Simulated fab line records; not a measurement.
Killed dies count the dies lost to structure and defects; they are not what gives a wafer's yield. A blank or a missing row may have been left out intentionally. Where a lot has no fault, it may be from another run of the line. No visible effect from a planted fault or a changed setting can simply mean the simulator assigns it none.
Which tool did it? ; flow sky130 ; 13 lots with 39 wafers sampled at 6 steps, on a route of 708 steps

== WHAT EACH GAUGE READ, for each wafer ==
SKY_VT_ADJUST_HVTP_TW_MEAS_11.
lot;measured;on;VT_ADJUST_HVTP_TW
L581;day 7 02:17;film-metro-02;1388 1382 1388
L583;day 7 03:31;film-metro-04;1357 1350 1346
L584;day 7 06:29;film-metro-04;1347 1350 1344
L587;day 8 01:19;film-metro-01;1367 1365 1361
L590;day 8 10:17;film-metro-01;1371 1363 1365
L594;day 9 16:40;film-metro-04;1354 1350 1353
L596;day 10 08:59;film-metro-01;1364 1359 1357
L597;day 10 15:02;film-metro-04;1347 1352 1346
L598;day 10 16:02;film-metro-02;1379 1386 1387
L599;day 11 03:11;film-metro-04;1352 1354 1360
L601;day 12 13:31;film-metro-01;1360 1365 1362
L602;day 13 00:01;film-metro-04;1348 1348 1343
L603;day 13 01:05;film-metro-04;1347 1342 1341

SKY_VT_ADJUST_PCH_OVL_MEAS_07.
lot;measured;on;VT_ADJUST_PCH_OVL (nm)
L581;day 11 12:34;overlay-01;-1.1 -1.5 0.2
L583;day 11 13:16;overlay-02;2.1 0.6 0.1
L584;day 11 18:20;overlay-02;4.2 1.5 1.5
L587;day 12 18:22;overlay-02;- - -
L590;day 13 04:20;overlay-01;1.5 3.0 2.2
L594;day 14 18:13;overlay-01;0.6 1.7 1.2
L596;day 15 13:46;overlay-02;3.4 1.7 1.1
L597;day 15 22:19;overlay-01;-0.4 1.3 2.7
L598;day 15 23:16;overlay-01;0.9 -0.4 2.0
L599;day 16 13:25;overlay-02;1.2 2.8 3.0
L601;day 18 05:31;overlay-02;-0.5 -1.7 0.9
L602;day 18 19:37;overlay-01;4.5 3.4 2.3
L603;day 18 19:58;overlay-01;1.2 2.8 -0.1

SKY_VT_ADJUST_PCH_TW_MEAS_10.
lot;measured;on;VT_ADJUST_PCH_TW
L581;day 11 12:51;film-metro-01;144.2 144.2 143.5
L583;day 11 13:32;film-metro-01;144.2 143.8 143.5
L584;day 11 18:37;film-metro-02;145.5 145.2 145.5
L587;day 12 18:39;film-metro-04;29.9 29.8 29.9
L590;day 13 04:38;film-metro-01;143.5 143.6 143.5
L594;day 14 18:33;film-metro-04;141.0 141.7 142.5
L596;day 15 14:02;film-metro-02;145.9 145.9 145.7
L597;day 15 22:37;film-metro-01;144.0 143.2 143.5
L598;day 15 23:34;film-metro-02;146.2 145.9 146.0
L599;day 16 13:41;film-metro-01;143.6 143.7 144.1
L601;day 18 05:47;film-metro-01;144.5 144.9 144.1
L602;day 18 19:53;film-metro-01;144.9 144.5 144.0
L603;day 18 20:14;film-metro-04;141.7 142.3 141.9

== EACH LOT AND THE TOOL THAT RAN IT (in order: tool; ch and the chambers of the sampled wafers; start) ==
lot;SKY_NWELL_RTA_28;SKY_VT_ADJUST_HVTP_STRIP_10;SKY_VT_ADJUST_PCH_EXPOSE_04
L581;rtp-anneal-02 ch 0, day 6 06:44;plasma-asher-03 ch 0,1, day 7 02:10;iline-stepper-01 ch 0, day 10 23:46
L583;rtp-anneal-02 ch 0, day 6 08:01;plasma-asher-02 ch 0,1, day 7 03:25;iline-stepper-01 ch 0, day 11 00:37
L584;rtp-anneal-02 ch 0, day 6 11:17;plasma-asher-02 ch 0, day 7 06:23;iline-stepper-02 ch 0, day 11 06:20
L587;rtp-anneal-02 ch 0, day 7 05:51;plasma-asher-01 ch 0,1, day 8 01:13;iline-stepper-01 ch 0, day 12 05:55
L590;rtp-anneal-01 ch 0, day 7 15:20;plasma-asher-02 ch 0,1, day 8 10:12;iline-stepper-02 ch 0, day 12 16:43
L594;rtp-anneal-02 ch 0, day 8 18:13;plasma-asher-02 ch 0,1, day 9 16:34;iline-stepper-01 ch 0, day 14 05:00
L596;rtp-anneal-02 ch 0, day 9 10:48;plasma-asher-03 ch 0,1, day 10 08:53;iline-stepper-01 ch 0, day 15 00:41
L597;rtp-anneal-01 ch 0, day 9 15:45;plasma-asher-02 ch 0,1, day 10 14:57;iline-stepper-01 ch 0, day 15 09:00
L598;rtp-anneal-02 ch 0, day 9 17:02;plasma-asher-01 ch 0,1, day 10 15:57;iline-stepper-02 ch 0, day 15 09:28
L599;rtp-anneal-01 ch 0, day 10 02:58;plasma-asher-03 ch 0,1, day 11 03:05;iline-stepper-02 ch 0, day 15 23:42
L601;rtp-anneal-02 ch 0, day 11 13:19;plasma-asher-01 ch 0,1, day 12 13:25;iline-stepper-01 ch 0, day 17 14:55
L602;rtp-anneal-01 ch 0, day 11 23:37;plasma-asher-01 ch 0,1, day 12 23:55;iline-stepper-02 ch 0, day 18 04:05
L603;rtp-anneal-02 ch 0, day 11 23:58;plasma-asher-01 ch 0,1, day 13 00:59;iline-stepper-02 ch 0, day 18 04:55
- SKY_NWELL_RTA_28: time 30 s.
- SKY_VT_ADJUST_HVTP_STRIP_10: strips in O2/N2.
- SKY_VT_ADJUST_PCH_EXPOSE_04: exposes mask NWM, target cd 840 nm.

== AS READ BY THE TOOLS THEMSELVES (means over the sampled wafers that have a number; for cases with no such wafer, the mark the record gives instead) ==
SKY_NWELL_RTA_28.
lot;tool;lamp-power-pct (%);wafer_temp_C_max
L581;rtp-anneal-02;25.32;1054.4
L583;rtp-anneal-02;25.30;1054.5
L584;rtp-anneal-02;25.32;1055.0
L587;rtp-anneal-02;25.35;1053.8
L590;rtp-anneal-01;25.34;1054.5
L594;rtp-anneal-02;25.23;1054.9
L596;rtp-anneal-02;25.25;1054.8
L597;rtp-anneal-01;25.30;1055.0
L598;rtp-anneal-02;25.36;1055.4
L599;rtp-anneal-01;25.33;1054.5
L601;rtp-anneal-02;25.28;1054.3
L602;rtp-anneal-01;25.31;1054.4
L603;rtp-anneal-02;25.30;1055.8

SKY_VT_ADJUST_HVTP_STRIP_10.
lot;tool;drypump-motor-current-A (A);oes-product-au (a.u.);strip-time-to-endpoint-s (s)
L581;plasma-asher-03;5.8;0.724;14.01
L583;plasma-asher-02;5.4;0.722;13.99
L584;plasma-asher-02;5.7;0.723;14.05
L587;plasma-asher-01;5.8;0.721;14.00
L590;plasma-asher-02;5.2;0.721;14.02
L594;plasma-asher-02;5.4;0.721;14.00
L596;plasma-asher-03;5.8;0.726;14.03
L597;plasma-asher-02;5.2;0.722;13.97
L598;plasma-asher-01;5.8;0.724;14.04
L599;plasma-asher-03;6.2;0.718;14.01
L601;plasma-asher-01;5.8;0.714;13.99
L602;plasma-asher-01;5.6;0.722;14.03
L603;plasma-asher-01;5.8;0.725;14.08

== THE ANSWER, worked out from the rows above alone ==
Rule: what is usual is taken from the lots themselves. Put in order of their means at a reading, lots are off if they are a third of the lots or fewer, leave a main group of 4 or more, and stand apart from it by a gap of 3 or more times the standard deviation of the main group's means; of several such gaps the widest counts. Not used: any main group whose means are identical at the precision the tables above print for the reading. Also off: a lot with no number at a reading for which 4 or more lots have one. Where the step has rows for the other lots, those lots are counted as sound. Order of review: gauges by route order, followed by the tools' own readings, for which a lot's mean as printed above is used. The first step at which some lot is off is used, and at that step the reading that is off furthest; a lot without a number counts as furthest.
Off: at SKY_VT_ADJUST_PCH_OVL_MEAS_07 (VT_ADJUST_PCH_OVL), L587. Without a number there: L587. The main group: mean 1.4 nm, standard deviation 1.1.
A tool fits if, at a process step before that reading, it ran every lot that is off, and no sound lot after the first of them. Not tried: the gauges at SKY_VT_ADJUST_PCH_OVL_MEAS_07; whatever is off there is also off at SKY_VT_ADJUST_PCH_TW_MEAS_10, on other tools, and gauge error can't account for it. Of those tried, none fits.

== WHAT WAS PUT IN BY THE SIMULATOR ==
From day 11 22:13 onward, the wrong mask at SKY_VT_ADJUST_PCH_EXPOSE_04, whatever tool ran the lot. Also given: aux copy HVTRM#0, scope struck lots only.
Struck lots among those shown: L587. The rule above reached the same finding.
